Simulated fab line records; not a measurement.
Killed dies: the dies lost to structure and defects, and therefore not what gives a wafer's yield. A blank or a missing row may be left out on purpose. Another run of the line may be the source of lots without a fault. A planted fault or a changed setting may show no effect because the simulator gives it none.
Chamber matching | flow sky130 | SKY_VIA3_CMP_02 on cmp-02 has 4 sister chambers
The step polishes SiO2. 8 wafers are shown with their chamber, then 10 later ones without.

WAFERS, EACH WITH ITS CHAMBER
wafer  | chamber | motorCurrentA (A) | edgeZonePressureFrac
L079.1 | 2       | 13.5              | 1.004
L079.6 | 3       | 12.6              | 1.000
L084.5 | 1       | 11.9              | 0.995
L085.1 | 2       | 13.5              | 0.991
L085.2 | 1       | 11.5              | 0.992
L085.3 | 0       | 14.1              | 1.002
L090.1 | 3       | 12.9              | 1.007
L090.2 | 0       | 14.1              | 0.996

WAFERS MISSING THEIR CHAMBER
wafer  | motorCurrentA (A) | edgeZonePressureFrac
L090.3 | 13.3              | 1.004
L095.1 | 12.8              | 1.002
L095.4 | 12.0              | 1.001
L095.6 | 14.6              | 1.004
L096.3 | 13.3              | 1.000
L096.4 | 14.0              | 0.994
L096.5 | 11.9              | 1.004
L097.1 | 13.0              | 0.999
L097.3 | 11.8              | 1.003
L097.5 | 11.7              | 0.998

THE CHAMBER EACH PASSED THROUGH
wafer  | from the rows above     | in truth
L090.3 | can't be placed: 2 or 3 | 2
L095.1 | 3                       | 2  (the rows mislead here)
L095.4 | 1                       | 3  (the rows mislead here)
L095.6 | 0                       | 0
L096.3 | can't be placed: 2 or 3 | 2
L096.4 | can't be placed: 0 or 2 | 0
L096.5 | 1                       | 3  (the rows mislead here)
L097.1 | can't be placed: 3 or 2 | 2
L097.3 | 1                       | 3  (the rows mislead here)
L097.5 | 1                       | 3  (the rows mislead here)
Correctly placed: 1 of 10. Cannot be placed on the basis of these rows: 4; the candidates contain the true chamber in 4. Number placed wrongly: 5.
How it was worked out, from the rows above alone: a wafer's distance from a chamber is the root of the sum, over the readings, of the square of ((its reading less the chamber's mean) divided by the reading's scatter). The wafer belongs to the nearest chamber; if the next one is less than 2 further off, it can't be placed. Each chamber's mean is taken over the wafers shown for it. The scatter: the root of (the sum of the squares of (reading less its chamber's mean) over the shown wafers, divided by (wafers less chambers)).
